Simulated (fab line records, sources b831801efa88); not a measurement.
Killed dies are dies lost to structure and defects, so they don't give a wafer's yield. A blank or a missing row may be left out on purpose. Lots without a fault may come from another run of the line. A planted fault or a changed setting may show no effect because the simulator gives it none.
Chamber matching | flow gf180mcu | GF_V3_ETCH_16 on rie_diel-02: 4 sister chambers
The step etches BARC in N2/H2. 8 wafers are shown with their chamber, then 7 later ones without.

WAFERS WITH THEIR CHAMBER
wafer  | chamber | oes_product_au (a.u.) | h2_flow_sccm (sccm)
L078.1 | 3       | 0.862                 | 200.0
L082.6 | 0       | 0.863                 | 199.8
L086.4 | 0       | 0.859                 | 199.5
L091.1 | 2       | 0.855                 | 200.2
L091.2 | 3       | 0.859                 | 200.5
L091.3 | 1       | 0.854                 | 200.4
L093.2 | 2       | 0.849                 | 199.7
L093.3 | 1       | 0.861                 | 199.9

WAFERS WITHOUT THEIR CHAMBER
wafer  | oes_product_au (a.u.) | h2_flow_sccm (sccm)
L093.6 | 0.863                 | 200.6
L094.2 | 0.858                 | 200.3
L094.4 | 0.857                 | 199.6
L094.5 | 0.859                 | 199.8
L095.1 | 0.849                 | 201.1
L095.3 | 0.862                 | 200.0
L095.6 | 0.851                 | 200.6

WHICH CHAMBER EACH WENT THROUGH
wafer  | from the rows above               | in truth
L093.6 | can't be placed: 3 or 1 or 0      | 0
L094.2 | can't be placed: 1 or 3 or 2 or 0 | 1
L094.4 | can't be placed: 0 or 1 or 2 or 3 | 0
L094.5 | can't be placed: 0 or 1 or 3 or 2 | 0
L095.1 | can't be placed: 2 or 1 or 3 or 0 | 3
L095.3 | can't be placed: 3 or 0 or 1 or 2 | 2
L095.6 | can't be placed: 2 or 1 or 3 or 0 | 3
Placed correctly: 0 of 7. Can't be placed from these rows: 7 (the true chamber is among the candidates in 7). Placed wrongly: 0.
How it was worked out, from the rows above alone: a wafer's distance from a chamber is the root of the sum, over the readings, of the square of ((its reading less the chamber's mean) divided by the reading's scatter). The wafer belongs to the nearest chamber; if the next one is less than 2 further off, it can't be placed. A chamber's mean is the mean of its shown wafers. The scatter: the root of (the sum of the squares of (reading less its chamber's mean) over the shown wafers, divided by (wafers less chambers)).
